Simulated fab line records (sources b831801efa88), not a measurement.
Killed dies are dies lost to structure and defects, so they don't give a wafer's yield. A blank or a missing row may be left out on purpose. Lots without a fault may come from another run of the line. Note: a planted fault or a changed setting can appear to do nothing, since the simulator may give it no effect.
Which tool did it? | flow sky130 | 12 lots, 36 wafers sampled, at 3 steps of a route of 708

## WHAT THE GAUGES SHOWED, per wafer
SKY_CONTACT_BOW_MEAS_05.
lot  | measured     | on            | CONTACT_BOW (um)
L879 | day 31 00:38 | film_metro-02 | 80 88 92
L880 | day 31 07:52 | film_metro-04 | 79 86 71
L881 | day 31 17:29 | film_metro-02 | 81 76 76
L882 | day 32 08:42 | film_metro-02 | 83 87 82
L883 | day 32 17:01 | film_metro-01 | 81 93 85
L884 | day 33 01:39 | film_metro-04 | 81 74 101
L885 | day 33 02:19 | film_metro-02 | 82 91 84
L891 | day 34 23:36 | film_metro-04 | 90 82 84
L893 | day 35 12:39 | film_metro-04 | 73 74 64
L898 | day 37 00:24 | film_metro-02 | 84 70 76
L900 | day 37 13:16 | film_metro-01 | 75 78 91
L901 | day 37 19:29 | film_metro-02 | 77 83 69

SKY_METAL2_THK_MEAS_06: measures by xrf.
lot  | measured     | on            | METAL2_ALCU_THK (nm)
L879 | day 34 14:50 | film_metro-02 | 242.8 239.8 241.0
L880 | day 34 21:02 | film_metro-04 | 244.9 246.6 246.9
L881 | day 35 07:11 | film_metro-02 | 243.8 241.0 246.1
L882 | day 35 21:57 | film_metro-04 | 250.5 248.1 246.0
L883 | day 36 06:42 | film_metro-04 | 249.5 249.0 246.6
L884 | day 36 14:05 | film_metro-02 | 245.2 241.9 246.0
L885 | day 36 14:23 | film_metro-04 | 251.6 248.4 250.3
L891 | day 38 11:42 | film_metro-03 | 244.4 242.6 244.7
L893 | day 38 23:39 | film_metro-03 | 245.8 250.5 248.2
L898 | day 40 09:18 | film_metro-04 | 247.0 243.0 244.9
L900 | day 40 20:49 | film_metro-04 | 249.7 247.4 243.9
L901 | day 41 02:47 | film_metro-03 | 247.0 244.8 245.4

## EACH LOT AND THE TOOL THAT RAN IT (in order: tool; ch and the chambers of the sampled wafers; start)
lot  | SKY_VIA1_STRIP_16
L879 | plasma_asher-01 ch 1, day 34 13:21
L880 | plasma_asher-04 ch 0,1, day 34 19:29
L881 | plasma_asher-01 ch 0,1, day 35 05:42
L882 | plasma_asher-04 ch 0,1, day 35 20:28
L883 | plasma_asher-01 ch 0,1, day 36 05:05
L884 | plasma_asher-02 ch 0,1, day 36 12:33
L885 | plasma_asher-01 ch 0,1, day 36 12:44
L891 | plasma_asher-04 ch 0,1, day 38 10:07
L893 | plasma_asher-01 ch 0,1, day 38 22:11
L898 | plasma_asher-01 ch 0,1, day 40 07:48
L900 | plasma_asher-04 ch 0,1, day 40 19:20
L901 | plasma_asher-04 ch 0,1, day 41 01:19
- SKY_VIA1_STRIP_16: strips in O2/N2.

## WHAT THE TOOLS THEMSELVES READ (means of the sampled wafers that have a number; where no wafer has one, the mark that the record gives instead)
SKY_VIA1_STRIP_16.
lot  | tool            | drypump_motor_current_A (A) | oes_product_au (a.u.) | strip_time_to_endpoint_s (s)
L879 | plasma_asher-01 | 5.6                         | 0.418                 | 4.454
L880 | plasma_asher-04 | 5.8                         | 0.415                 | 4.476
L881 | plasma_asher-01 | 5.8                         | 0.413                 | 4.467
L882 | plasma_asher-04 | 5.7                         | 0.417                 | 4.443
L883 | plasma_asher-01 | 6.1                         | 0.413                 | 4.439
L884 | plasma_asher-02 | 5.5                         | 0.413                 | 4.433
L885 | plasma_asher-01 | 5.8                         | 0.413                 | 4.447
L891 | plasma_asher-04 | 5.8                         | 0.418                 | 4.476
L893 | plasma_asher-01 | 5.9                         | 0.416                 | 4.450
L898 | plasma_asher-01 | 6.1                         | 0.417                 | 4.465
L900 | plasma_asher-04 | 5.7                         | 0.417                 | 4.476
L901 | plasma_asher-04 | 5.7                         | 0.415                 | 4.444

## THE ANSWER, worked out from the rows above alone
Rule: what is usual is taken from the lots themselves. Put in order of their means at a reading, lots are off if they are a third of the lots or fewer, leave a main group of 4 or more, and stand apart from it by a gap of 3 or more times the standard deviation of the main group's means; of several such gaps the widest counts. Not used: any main group whose means are identical at the precision the tables above print for the reading. A lot without any number at a reading at which 4 lots or more have one is off too. All remaining lots with rows at the step are treated as sound. After the gauges, taken in route order, come the tools' own readings; for these a lot's mean is taken, as printed above. The first step at which some lot is off is used, and at that step the reading that is off furthest; a lot without a number counts as furthest.
Nothing can be told from this: no lot is off at any reading shown.

## WHAT WAS PUT IN BY THE SIMULATOR
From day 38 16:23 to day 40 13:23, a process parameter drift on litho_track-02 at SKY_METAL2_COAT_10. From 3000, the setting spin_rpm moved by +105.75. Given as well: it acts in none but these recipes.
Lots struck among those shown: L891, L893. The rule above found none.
